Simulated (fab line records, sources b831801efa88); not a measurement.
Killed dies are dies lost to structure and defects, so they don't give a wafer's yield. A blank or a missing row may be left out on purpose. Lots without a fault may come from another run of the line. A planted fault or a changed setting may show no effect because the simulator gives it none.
A struck lot beside a sound one | flow gf180mcu | 31 steps out of a route of 602
Sound: wafers L483.3, L483.4, L483.5. Struck: wafers L484.1, L484.4, L484.6. The cause comes at the end.
At each step with rows: each side's tool, then ch and its chambers, then its first start. Under that, the readings that differ: sound wafers | struck wafers | difference of the means | sigmas: that difference in standard deviations of wafers without a fault.
alike: readings whose means differ by less than 2 such deviations, and words and numbers that are the same on both sides. not compared: withheld readings, readings that some wafer has no value for, bounds like >300 that may hide the same value, and numbers for which the record gives no deviation and whose values overlap.
The two part at a step that has a row with sigmas, a row that says differs or no value, or rows on one side only. Numbers that don't overlap but have no deviation are shown without sigmas and don't part them. A reading that every wafer of one side lacks parts them only if that side has two wafers or more.

first, 8 steps without rows for these wafers: GF_HV_LDD_SOFTBAKE_42 (time 60 s); GF_HV_LDD_EXPOSE_43 (exposes mask Pplus HV AREA, target cd 400 nm); GF_HV_LDD_PEB_44; GF_HV_LDD_DEVELOP_45 (develop time 60 s); GF_HV_LDD_IMPLANT_48; GF_HV_LDD_STRIP_49 (strips in O2/N2); GF_HV_LDD_CLEAN_51 (cleans in SC1/SC2, time 156.8 s); GF_HV_LDD_RTA_52 (time 10 s).
GF_HV_LDD_CVD_54: deposits SiO2 from TEOS, target thk 10 nm, time 75 s.
  sound on lpcvd-02 ch 1, day 16 10:14; struck on lpcvd-02 ch 0, day 16 19:20
  reading                | sound             | struck            | difference | sigmas
  pressure_mtorr (mTorr) | 399.2 400.2 399.4 | 402.1 402.1 400.9 | +2.1       | +2
  alike: zone_power_bottom_pct, zone_power_top_pct
then, 21 steps without rows for these wafers: GF_HV_LDD_CVD_56 (deposits Si3N4 from DCS/NH3, target thk 90 nm, time 1543 s); GF_HV_LDD_ETCHBACK_58 (etches Si3N4 in CH3F/O2, stops on SiO2, time 100 s, target depth 90 nm); GF_NSD_DEHYDRATE_00 (time 60 s); GF_NSD_HMDS_01 (prime time 60 s); GF_NSD_COAT_02 (resist thk 1000 nm); GF_NSD_SOFTBAKE_03 (time 60 s); GF_NSD_EXPOSE_04 (exposes mask Nplus, target cd 400 nm); GF_NSD_PEB_05; GF_NSD_DEVELOP_06 (develop time 60 s); GF_NSD_IMPLANT_09; GF_NSD_IMPLANT_10; GF_NSD_STRIP_11 (strips in O2/N2); GF_PSD_DEHYDRATE_00 (time 60 s); GF_PSD_HMDS_01 (prime time 60 s); GF_PSD_COAT_02 (resist thk 1000 nm); GF_PSD_SOFTBAKE_03 (time 60 s); GF_PSD_EXPOSE_04 (exposes mask Pplus, target cd 400 nm); GF_PSD_PEB_05; GF_PSD_DEVELOP_06 (develop time 60 s); GF_PSD_IMPLANT_09; GF_PSD_STRIP_10 (strips in O2/N2).
-- the record jumps here: 16 days lie between the struck wafers' starts before and after (it left off in module PSD and takes up again in module PASSIVATION, whose first step shown is number 602 of the route) --
GF_PASSIVATION_PROBE_99:
  the record has rows for the struck wafers here (prober-02, day 32 19:41) and none for the sound ones

WHERE THEY PART
First at GF_HV_LDD_CVD_54; last, within this record, at GF_PASSIVATION_PROBE_99.

WHY: what the simulator had put in
Chamber particle source: lpcvd-02, from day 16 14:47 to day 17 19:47, at GF_HV_LDD_CVD_54. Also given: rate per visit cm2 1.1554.
